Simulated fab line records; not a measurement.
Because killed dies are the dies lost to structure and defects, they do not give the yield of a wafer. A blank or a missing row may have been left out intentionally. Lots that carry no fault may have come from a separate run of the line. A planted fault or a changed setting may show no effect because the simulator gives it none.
Chamber matching	flow gf180mcu	rie_diel-04 running GF_SAB_ETCH_11: 4 sister chambers
The step etches SiO2 in C4F8/O2/Ar, target depth 55 nm, time 8.5 s. 8 wafers are shown with their chamber, then 8 later ones without.

EACH WAFER AND ITS CHAMBER
wafer	chamber	oes_product_au (a.u.)	chamber_pressure_mTorr (mTorr)
L076.5	2	0.991	39.96
L081.4	0	1.002	40.03
L083.5	1	0.994	39.96
L083.6	2	0.979	40.00
L086.2	3	0.993	40.01
L086.5	3	0.995	40.05
L086.6	0	0.998	39.99
L090.3	1	0.999	40.00

WAFERS WHOSE CHAMBER IS MISSING
wafer	oes_product_au (a.u.)	chamber_pressure_mTorr (mTorr)
L090.4	0.986	40.06
L090.6	0.993	40.04
L094.1	1.009	40.03
L094.5	1.001	40.01
L094.6	0.974	40.00
L096.1	1.002	40.02
L096.3	0.997	40.00
L096.6	1.008	39.99

CHAMBER TAKEN BY EACH
wafer	from the rows above	in truth
L090.4	can't be placed: 3 or 2 or 0 or 1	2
L090.6	can't be placed: 3 or 0 or 1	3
L094.1	can't be placed: 0 or 3 or 1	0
L094.5	can't be placed: 0 or 1 or 3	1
L094.6	can't be placed: 2 or 3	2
L096.1	can't be placed: 0 or 3 or 1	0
L096.3	can't be placed: 0 or 1 or 3 or 2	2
L096.6	can't be placed: 0 or 1 or 3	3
Placed correctly: 0 of 8. Unplaceable from these rows: 8, with the true chamber sitting among the candidates in 8. 0 placed wrongly.
How it was worked out, from the rows above alone: a wafer's distance from a chamber is the root of the sum, over the readings, of the square of ((its reading less the chamber's mean) divided by the reading's scatter). If the next closest chamber is less than 2 further off than the closest, the wafer can't be placed; otherwise it belongs to the closest. The mean given for a chamber averages the wafers shown for that chamber. The scatter: the root of (the sum of the squares of (reading less its chamber's mean) over the shown wafers, divided by (wafers less chambers)).
